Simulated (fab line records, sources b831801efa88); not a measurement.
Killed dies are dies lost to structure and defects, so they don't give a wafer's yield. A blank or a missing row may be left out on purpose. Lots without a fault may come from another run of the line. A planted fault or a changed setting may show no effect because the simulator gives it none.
Chamber matching | flow gf180mcu | GF_V1_CMP_26 on cmp-01: 4 sister chambers
The step polishes, stops on SiO2, t overpolish 15 s, target thk 0 nm. 8 wafers are shown with their chamber, then 8 later ones without.

WAFERS WITH THEIR CHAMBER
wafer  | chamber | motor_current_A (A) | time_to_endpoint_s (s)
L948.5 | 3       | 10.9                | 83
L950.4 | 3       | 11.0                | 87
L958.2 | 0       | 11.6                | 83
L958.5 | 0       | 11.9                | 81
L959.2 | 1       | 9.8                 | 85
L959.4 | 2       | 10.5                | 86
L959.6 | 1       | 10.3                | 88
L960.1 | 2       | 10.4                | 85

WAFERS WITHOUT THEIR CHAMBER
wafer  | motor_current_A (A) | time_to_endpoint_s (s)
L960.3 | 10.4                | 86
L960.5 | 11.1                | 87
L963.1 | 10.6                | 92
L963.3 | 9.9                 | 90
L963.5 | 10.3                | 94
L964.3 | 11.7                | 82
L964.5 | 11.6                | 81
L964.6 | 9.6                 | 85

WHICH CHAMBER EACH WENT THROUGH
wafer  | from the rows above          | in truth
L960.3 | can't be placed: 2 or 1      | 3
L960.5 | can't be placed: 3 or 2      | 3
L963.1 | can't be placed: 2 or 1 or 3 | 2
L963.3 | can't be placed: 1 or 2      | 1
L963.5 | can't be placed: 1 or 2 or 3 | 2
L964.3 | 0                            | 0
L964.5 | 0                            | 0
L964.6 | can't be placed: 1 or 2      | 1
Placed correctly: 2 of 8. Can't be placed from these rows: 6 (the true chamber is among the candidates in 5). Placed wrongly: 0.
How it was worked out, from the rows above alone: a wafer's distance from a chamber is the root of the sum, over the readings, of the square of ((its reading less the chamber's mean) divided by the reading's scatter). The wafer belongs to the nearest chamber; if the next one is less than 2 further off, it can't be placed. A chamber's mean is the mean of its shown wafers. The scatter: the root of (the sum of the squares of (reading less its chamber's mean) over the shown wafers, divided by (wafers less chambers)).
